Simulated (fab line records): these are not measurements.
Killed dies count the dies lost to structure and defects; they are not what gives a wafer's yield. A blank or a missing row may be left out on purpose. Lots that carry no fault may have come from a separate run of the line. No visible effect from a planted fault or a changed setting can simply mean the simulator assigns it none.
Which tool is to blame? / flow gf180mcu / 38 wafers from 13 lots sampled at 5 of the route's 602 steps

WHAT THE GAUGES READ, wafer by wafer
GF_STI_CD_MEAS_12: target cd 220 nm. Usual: 219.6 nm for cd nm, sd 1.4.
lot=L816; measured=day 2 06:18; on=cd sem-01; cd nm (nm)=219.6 220.2 221.3; flag=
lot=L817; measured=day 2 11:01; on=cd sem-01; cd nm (nm)=221.0 220.4 221.6; flag=
lot=L818; measured=day 2 17:27; on=cd sem-02; cd nm (nm)=218.8 218.8 219.4; flag=
lot=L819; measured=day 2 21:22; on=cd sem-02; cd nm (nm)=221.2 221.0 221.2; flag=
lot=L820; measured=day 3 02:55; on=cd sem-02; cd nm (nm)=218.7 218.3 219.1; flag=
lot=L821; measured=day 3 08:13; on=cd sem-01; cd nm (nm)=221.3 221.7 219.7; flag=
lot=L822; measured=day 3 13:22; on=cd sem-02; cd nm (nm)=220.7 220.1 220.4; flag=
lot=L823; measured=day 3 20:31; on=cd sem-01; cd nm (nm)=218.5 216.8 218.7; flag=
lot=L827; measured=day 4 20:58; on=cd sem-01; cd nm (nm)=219.3 217.8; flag=
lot=L834; measured=day 6 03:28; on=cd sem-02; cd nm (nm)=219.6 219.4 218.9; flag=
lot=L835; measured=day 6 08:38; on=cd sem-02; cd nm (nm)=219.3 218.9 219.9; flag=
lot=L837; measured=day 6 18:49; on=cd sem-01; cd nm (nm)=220.8 220.3 222.0; flag=
lot=L838; measured=day 7 00:55; on=cd sem-02; cd nm (nm)=221.3 221.6 221.6; flag=

GF_VT_IMPLANT_TW_MEAS_43. Usual: for VT_IMPLANT_4_TW the level is 695 and the standard deviation is 3.5.
lot=L816; measured=day 7 19:52; on=film metro-01; VT_IMPLANT_4_TW=701 695 700; flag=
lot=L817; measured=day 7 22:02; on=film metro-02; VT_IMPLANT_4_TW=696 691 689; flag=
lot=L818; measured=day 8 09:32; on=film metro-02; VT_IMPLANT_4_TW=691 691 693; flag=
lot=L819; measured=day 9 04:48; on=film metro-01; VT_IMPLANT_4_TW=701 695 697; flag=
lot=L820; measured=day 9 04:41; on=film metro-02; VT_IMPLANT_4_TW=697 697 694; flag=
lot=L821; measured=day 9 22:12; on=film metro-02; VT_IMPLANT_4_TW=692 695 690; flag=
lot=L822; measured=day 9 19:38; on=film metro-02; VT_IMPLANT_4_TW=691 690 692; flag=
lot=L823; measured=day 10 06:00; on=film metro-02; VT_IMPLANT_4_TW=690 693 692; flag=
lot=L827; measured=day 11 07:20; on=film metro-01; VT_IMPLANT_4_TW=712 700 712 695; flag=
lot=L834; measured=day 12 23:15; on=film metro-01; VT_IMPLANT_4_TW=695 695 699; flag=
lot=L835; measured=day 13 03:54; on=film metro-02; VT_IMPLANT_4_TW=696 690 694; flag=
lot=L837; measured=day 13 17:41; on=film metro-01; VT_IMPLANT_4_TW=691 696 695; flag=
lot=L838; measured=day 14 04:23; on=film metro-01; VT_IMPLANT_4_TW=705 699 701; flag=

GF_DUAL_GATE_THK_MEAS_03. Usual: for DUAL_GATE_OXIDATION_00_THK the level is 10.93 nm and the standard deviation is 0.23.
lot=L816; measured=day 7 22:12; on=film metro-02; DUAL_GATE_OXIDATION_00_THK (nm)=11.01 11.19 11.24; flag=
lot=L817; measured=day 8 02:19; on=film metro-03; DUAL_GATE_OXIDATION_00_THK (nm)=11.30 11.47 11.22; flag=
lot=L818; measured=day 8 12:43; on=film metro-02; DUAL_GATE_OXIDATION_00_THK (nm)=10.96 11.01 10.97; flag=
lot=L819; measured=day 9 07:08; on=film metro-03; DUAL_GATE_OXIDATION_00_THK (nm)=10.86 10.88 10.82; flag=
lot=L820; measured=day 9 07:01; on=film metro-01; DUAL_GATE_OXIDATION_00_THK (nm)=11.10 11.17 11.13; flag=
lot=L821; measured=day 10 00:36; on=film metro-01; DUAL_GATE_OXIDATION_00_THK (nm)=10.84 10.94 10.81; flag=
lot=L822; measured=day 9 22:05; on=film metro-03; DUAL_GATE_OXIDATION_00_THK (nm)=11.23 11.24 11.15; flag=
lot=L823; measured=day 10 10:26; on=film metro-03; DUAL_GATE_OXIDATION_00_THK (nm)=10.97 10.89 10.90; flag=
lot=L827; measured=day 11 13:57; on=film metro-03; DUAL_GATE_OXIDATION_00_THK (nm)=11.03 11.00; flag=
lot=L834; measured=day 13 01:40; on=film metro-02; DUAL_GATE_OXIDATION_00_THK (nm)=10.64 10.80 10.82; flag=
lot=L835; measured=day 13 06:14; on=film metro-01; DUAL_GATE_OXIDATION_00_THK (nm)=10.68 10.61 10.45; flag=
lot=L837; measured=day 13 21:05; on=film metro-02; DUAL_GATE_OXIDATION_00_THK (nm)=10.56 10.64 10.71; flag=
lot=L838; measured=day 14 07:35; on=film metro-02; DUAL_GATE_OXIDATION_00_THK (nm)=11.21 11.18 11.31; flag=

WHAT TOOL EACH LOT RAN ON (gives the tool, then ch and the chambers of the sampled wafers, and finally the start)
lot=L816; GF_VT_IMPLANT_STRIP_09=plasma asher-03 ch 0,1, day 5 20:32; GF_VT_IMPLANT_IMPLANT_41=implanter-04 ch 0, day 7 19:38
lot=L817; GF_VT_IMPLANT_STRIP_09=plasma asher-03 ch 0,1, day 5 23:08; GF_VT_IMPLANT_IMPLANT_41=implanter-03 ch 0, day 7 21:47
lot=L818; GF_VT_IMPLANT_STRIP_09=plasma asher-04 ch 0,1, day 6 09:24; GF_VT_IMPLANT_IMPLANT_41=implanter-01 ch 0, day 8 09:17
lot=L819; GF_VT_IMPLANT_STRIP_09=plasma asher-04 ch 0,1, day 7 02:45; GF_VT_IMPLANT_IMPLANT_41=implanter-01 ch 0, day 9 04:33
lot=L820; GF_VT_IMPLANT_STRIP_09=plasma asher-03 ch 0,1, day 7 02:32; GF_VT_IMPLANT_IMPLANT_41=implanter-04 ch 0, day 9 04:26
lot=L821; GF_VT_IMPLANT_STRIP_09=plasma asher-02 ch 0,1, day 7 18:48; GF_VT_IMPLANT_IMPLANT_41=implanter-03 ch 0, day 9 21:58
lot=L822; GF_VT_IMPLANT_STRIP_09=plasma asher-03 ch 0,1, day 7 16:08; GF_VT_IMPLANT_IMPLANT_41=implanter-03 ch 0, day 9 19:23
lot=L823; GF_VT_IMPLANT_STRIP_09=plasma asher-03 ch 0,1, day 8 01:56; GF_VT_IMPLANT_IMPLANT_41=implanter-03 ch 0, day 10 05:46
lot=L827; GF_VT_IMPLANT_STRIP_09=plasma asher-02 ch 0,1, day 9 01:22; GF_VT_IMPLANT_IMPLANT_41=implanter-03 ch 0, day 11 07:07
lot=L834; GF_VT_IMPLANT_STRIP_09=plasma asher-04 ch 0,1, day 10 14:08; GF_VT_IMPLANT_IMPLANT_41=implanter-04 ch 0, day 12 23:00
lot=L835; GF_VT_IMPLANT_STRIP_09=plasma asher-02 ch 0,1, day 10 18:30; GF_VT_IMPLANT_IMPLANT_41=implanter-04 ch 0, day 13 03:39
lot=L837; GF_VT_IMPLANT_STRIP_09=plasma asher-02 ch 1, day 11 07:14; GF_VT_IMPLANT_IMPLANT_41=implanter-03 ch 0, day 13 17:26
lot=L838; GF_VT_IMPLANT_STRIP_09=plasma asher-02 ch 0,1, day 11 16:30; GF_VT_IMPLANT_IMPLANT_41=implanter-01 ch 0, day 14 04:08
- GF_VT_IMPLANT_STRIP_09: strips in O2/N2.
- GF_VT_IMPLANT_IMPLANT_41

AS READ BY THE TOOLS THEMSELVES (means over the sampled wafers that have a number; for cases with no such wafer, the mark the record gives instead)
GF_VT_IMPLANT_STRIP_09. Usual: drypump motor current A 5.6 A, standard deviation 0.43; heater power w 335 W, standard deviation 52; oes product au 0.716 a.u., standard deviation 0.0044; strip time to endpoint s 12.63 s, standard deviation 0.034.
lot=L816; tool=plasma asher-03; drypump motor current A (A)=5.6; heater power w (W)=371; oes product au (a.u.)=0.715; strip time to endpoint s (s)=12.66; flag=
lot=L817; tool=plasma asher-03; drypump motor current A (A)=5.6; heater power w (W)=397; oes product au (a.u.)=0.720; strip time to endpoint s (s)=12.68; flag=
lot=L818; tool=plasma asher-04; drypump motor current A (A)=5.7; heater power w (W)=308; oes product au (a.u.)=0.716; strip time to endpoint s (s)=12.62; flag=
lot=L819; tool=plasma asher-04; drypump motor current A (A)=5.6; heater power w (W)=309; oes product au (a.u.)=0.719; strip time to endpoint s (s)=12.64; flag=
lot=L820; tool=plasma asher-03; drypump motor current A (A)=5.6; heater power w (W)=397; oes product au (a.u.)=0.718; strip time to endpoint s (s)=12.60; flag=
lot=L821; tool=plasma asher-02; drypump motor current A (A)=5.9; heater power w (W)=295; oes product au (a.u.)=0.713; strip time to endpoint s (s)=12.57; flag=
lot=L822; tool=plasma asher-03; drypump motor current A (A)=5.6; heater power w (W)=398; oes product au (a.u.)=0.714; strip time to endpoint s (s)=12.66; flag=
lot=L823; tool=plasma asher-03; drypump motor current A (A)=5.6; heater power w (W)=397; oes product au (a.u.)=0.720; strip time to endpoint s (s)=12.69; flag=
lot=L827; tool=plasma asher-02; drypump motor current A (A)=6.0; heater power w (W)=296; oes product au (a.u.)=0.720; strip time to endpoint s (s)=12.63; flag=
lot=L834; tool=plasma asher-04; drypump motor current A (A)=5.6; heater power w (W)=308; oes product au (a.u.)=0.717; strip time to endpoint s (s)=12.62; flag=
lot=L835; tool=plasma asher-02; drypump motor current A (A)=6.0; heater power w (W)=296; oes product au (a.u.)=0.716; strip time to endpoint s (s)=12.62; flag=
lot=L837; tool=plasma asher-02; drypump motor current A (A)=6.0; heater power w (W)=297; oes product au (a.u.)=0.715; strip time to endpoint s (s)=12.61; flag=
lot=L838; tool=plasma asher-02; drypump motor current A (A)=5.9; heater power w (W)=295; oes product au (a.u.)=0.716; strip time to endpoint s (s)=12.64; flag=

GF_VT_IMPLANT_IMPLANT_41. Usual: beam on s 10.03 s, standard deviation 0.21; faraday current uA 5.70, standard deviation 0.12.
lot=L816; tool=implanter-04; beam on s (s)=9.91; faraday current uA=5.77; flag=
lot=L817; tool=implanter-03; beam on s (s)=9.96; faraday current uA=5.74; flag=
lot=L818; tool=implanter-01; beam on s (s)=9.86; faraday current uA=5.80; flag=
lot=L819; tool=implanter-01; beam on s (s)=10.00; faraday current uA=5.73; flag=
lot=L820; tool=implanter-04; beam on s (s)=10.09; faraday current uA=5.67; flag=
lot=L821; tool=implanter-03; beam on s (s)=10.06; faraday current uA=5.67; flag=
lot=L822; tool=implanter-03; beam on s (s)=10.17; faraday current uA=5.61; flag=
lot=L823; tool=implanter-03; beam on s (s)=9.94; faraday current uA=5.74; flag=
lot=L827; tool=implanter-03; beam on s (s)=10.45; faraday current uA=5.48; flag=
lot=L834; tool=implanter-04; beam on s (s)=10.08; faraday current uA=5.65; flag=
lot=L835; tool=implanter-04; beam on s (s)=10.06; faraday current uA=5.69; flag=
lot=L837; tool=implanter-03; beam on s (s)=9.96; faraday current uA=5.71; flag=
lot=L838; tool=implanter-01; beam on s (s)=9.99; faraday current uA=5.72; flag=

THE ANSWER, worked out from the rows above alone
Rule: lot off if the mean of its wafers having a number is beyond 3 standard deviations from the usual mean. Also off: a lot with no number at a reading for which 4 or more lots have one. All remaining lots with rows at the step are treated as sound. After the gauges, taken in route order, come the tools' own readings; for these a lot's mean is taken, as printed above. At the first step where some lot is off, the reading lying furthest off is the one used; lots without a number count as furthest.
No lot is off at any reading shown: from this, nothing can be told.

WHAT THE SIMULATOR HAD PUT IN
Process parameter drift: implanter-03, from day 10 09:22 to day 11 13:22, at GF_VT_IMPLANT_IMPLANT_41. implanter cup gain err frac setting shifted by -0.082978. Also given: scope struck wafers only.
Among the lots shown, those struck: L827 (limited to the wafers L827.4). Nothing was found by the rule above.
